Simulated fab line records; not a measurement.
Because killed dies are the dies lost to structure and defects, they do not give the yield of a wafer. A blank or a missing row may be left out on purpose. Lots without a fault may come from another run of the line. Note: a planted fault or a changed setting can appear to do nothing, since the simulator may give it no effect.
Which of the tools did it? | flow gf180mcu | 12 lots, 36 wafers sampled, at 5 steps of a route of 602

== WHAT EACH GAUGE READ, for each wafer ==
GF_MIM_RS_MEAS_10: uses a four-point probe to measure.
lot  | measured     | on            | MIM_ALCU_RS (ohm/sq)
L370 | day 24 10:30 | film-metro-01 | 0.1597 0.1634 0.1621
L371 | day 24 21:15 | film-metro-01 | 0.1611 0.1624 0.1622
L373 | day 25 10:34 | film-metro-03 | 0.1660 0.1635 0.1665
L372 | day 25 12:28 | film-metro-02 | 0.1642 0.1628 0.1629
L375 | day 26 12:25 | film-metro-03 | 0.1642 0.1643 0.1614
L377 | day 26 19:15 | film-metro-02 | 0.1629 0.1619 0.1629
L378 | day 26 23:28 | film-metro-03 | 0.1606 0.1589 0.1625
L379 | day 27 11:54 | film-metro-03 | 0.1666 0.1636 0.1629
L380 | day 27 19:01 | film-metro-02 | 0.1620 0.1619 0.1595
L390 | day 30 20:50 | film-metro-01 | 0.1623 0.1618 0.1598
L392 | day 31 05:31 | film-metro-03 | 0.1651 0.1639 0.1654
L393 | day 31 11:01 | film-metro-02 | 0.1631 0.1624 0.1610

GF_V5_THK_MEAS_03.
lot  | measured     | on            | V5_CVD_02_THK (nm)
L370 | day 26 07:12 | film-metro-01 | 1420 1463 1472
L371 | day 26 17:12 | film-metro-03 | 1461 1447 1499
L373 | day 27 05:02 | film-metro-04 | 1429 1414 1480
L372 | day 27 07:25 | film-metro-01 | 1477 1481 1514
L375 | day 28 06:10 | film-metro-01 | 1471 1493 1490
L377 | day 28 13:14 | film-metro-04 | 1436 1504 1488
L378 | day 28 16:38 | film-metro-04 | 1425 1438 1426
L379 | day 29 05:04 | film-metro-04 | 1400 1420 1428
L380 | day 29 11:32 | film-metro-03 | 1431 1435 1459
L390 | day 32 08:44 | film-metro-03 | 1436 2462 1440
L392 | day 32 17:01 | film-metro-01 | 1443 1445 1446
L393 | day 32 21:58 | film-metro-04 | 1445 1436 1469

GF_V5_RS_MEAS_24: uses a four-point probe to measure.
lot  | measured     | on            | V5_W_RS (ohm/sq)
L370 | day 27 05:33 | film-metro-01 | 0.327 0.326 0.331
L371 | day 27 15:19 | film-metro-03 | 0.330 0.328 0.324
L373 | day 28 02:16 | film-metro-04 | 0.331 0.330 0.324
L372 | day 28 05:06 | film-metro-01 | 0.323 0.323 0.328
L375 | day 29 02:50 | film-metro-03 | 0.325 0.329 0.323
L377 | day 29 10:32 | film-metro-01 | 0.328 0.334 0.335
L378 | day 29 13:37 | film-metro-04 | 0.327 0.326 0.323
L379 | day 30 01:36 | film-metro-03 | 0.325 0.332 0.328
L380 | day 30 07:29 | film-metro-04 | 0.324 0.324 0.330
L390 | day 33 02:20 | film-metro-04 | 0.330 0.328 0.327
L392 | day 33 10:51 | film-metro-04 | 0.331 0.325 0.329
L393 | day 33 15:19 | film-metro-03 | 0.326 0.325 0.327

== EACH LOT AND THE TOOL THAT RAN IT (in order: tool; ch and the chambers of the sampled wafers; start) ==
lot  | GF_MIM_SPUTTER_02            | GF_V5_CVD_02
L370 | pvd-sputter-03, day 24 10:13 | pecvd-02 ch 1,2, day 26 07:05
L371 | pvd-sputter-03, day 24 20:55 | pecvd-02 ch 1,2, day 26 17:04
L373 | pvd-sputter-04, day 25 10:16 | pecvd-03 ch 1,2, day 27 04:55
L372 | pvd-sputter-04, day 25 12:11 | pecvd-02 ch 0,2, day 27 07:19
L375 | pvd-sputter-04, day 26 12:07 | pecvd-03 ch 0,1, day 28 06:02
L377 | pvd-sputter-01, day 26 18:56 | pecvd-03 ch 0,1,2, day 28 13:06
L378 | pvd-sputter-03, day 26 23:10 | pecvd-04 ch 0,2, day 28 16:31
L379 | pvd-sputter-03, day 27 11:37 | pecvd-04 ch 0,1,2, day 29 04:57
L380 | pvd-sputter-01, day 27 18:44 | pecvd-02 ch 0,1,2, day 29 11:26
L390 | pvd-sputter-01, day 30 20:31 | pecvd-03 ch 0,2, day 32 08:37
L392 | pvd-sputter-04, day 31 05:13 | pecvd-04 ch 0,1,2, day 32 16:54
L393 | pvd-sputter-03, day 31 10:43 | pecvd-02 ch 0,1,2, day 32 21:52
- GF_MIM_SPUTTER_02: material AlCu, target thk 450 nm, time 23.9 s.
- GF_V5_CVD_02: deposits SiO2 from TEOS, target thk 1450 nm, time 163.28 s.

== WHAT THE TOOLS THEMSELVES READ (means of the sampled wafers that have a number; where no wafer has one, the mark that the record gives instead) ==
GF_MIM_SPUTTER_02.
lot  | tool           | throttle-valve-pct (%)
L370 | pvd-sputter-03 | 30.7
L371 | pvd-sputter-03 | 30.7
L373 | pvd-sputter-04 | 31.0
L372 | pvd-sputter-04 | 31.1
L375 | pvd-sputter-04 | 30.9
L377 | pvd-sputter-01 | 30.8
L378 | pvd-sputter-03 | 30.9
L379 | pvd-sputter-03 | 30.6
L380 | pvd-sputter-01 | 30.6
L390 | pvd-sputter-01 | 30.4
L392 | pvd-sputter-04 | 31.1
L393 | pvd-sputter-03 | 30.3

GF_V5_CVD_02.
lot  | tool     | heater-power-w (W)
L370 | pecvd-02 | 769
L371 | pecvd-02 | 789
L373 | pecvd-03 | 527
L372 | pecvd-02 | 694
L375 | pecvd-03 | 413
L377 | pecvd-03 | 547
L378 | pecvd-04 | 695
L379 | pecvd-04 | 641
L380 | pecvd-02 | 730
L390 | pecvd-03 | 632
L392 | pecvd-04 | 626
L393 | pecvd-02 | 792

== THE ANSWER, worked out from the rows above alone ==
Rule: the usual values come from the lots themselves. The widest of any qualifying gaps counts: lots, ordered by their means at a reading, are off when they make up no more than a third of the lots, leave a main group of 4 or more, and stand apart from it by 3 or more times the standard deviation of that group's means. A main group whose means are all the same, to the digits that the tables above print for the reading, isn't used. Also off: a lot with no number at a reading for which 4 or more lots have one. The other lots that the step has rows for count as sound. First the gauges in route order, then the tools' own readings, where a lot's mean is used as printed above. The first step at which some lot is off is used, and at that step the reading that is off furthest; a lot without a number counts as furthest.
Off: at GF_V5_THK_MEAS_03 (V5_CVD_02_THK), L390. The main group: mean 1454 nm, standard deviation 22.
If a tool, at a process step before that reading, ran all the lots that are off and no sound lot after the first of them, it fits. Gauges at GF_V5_THK_MEAS_03: tried the same way as those tools. Can't be told from this: 3 tools fit, pvd-sputter-01 at GF_MIM_SPUTTER_02, pecvd-03 at GF_V5_CVD_02, film-metro-03 at GF_V5_THK_MEAS_03.

== WHAT THE SIMULATOR HAD PUT IN ==
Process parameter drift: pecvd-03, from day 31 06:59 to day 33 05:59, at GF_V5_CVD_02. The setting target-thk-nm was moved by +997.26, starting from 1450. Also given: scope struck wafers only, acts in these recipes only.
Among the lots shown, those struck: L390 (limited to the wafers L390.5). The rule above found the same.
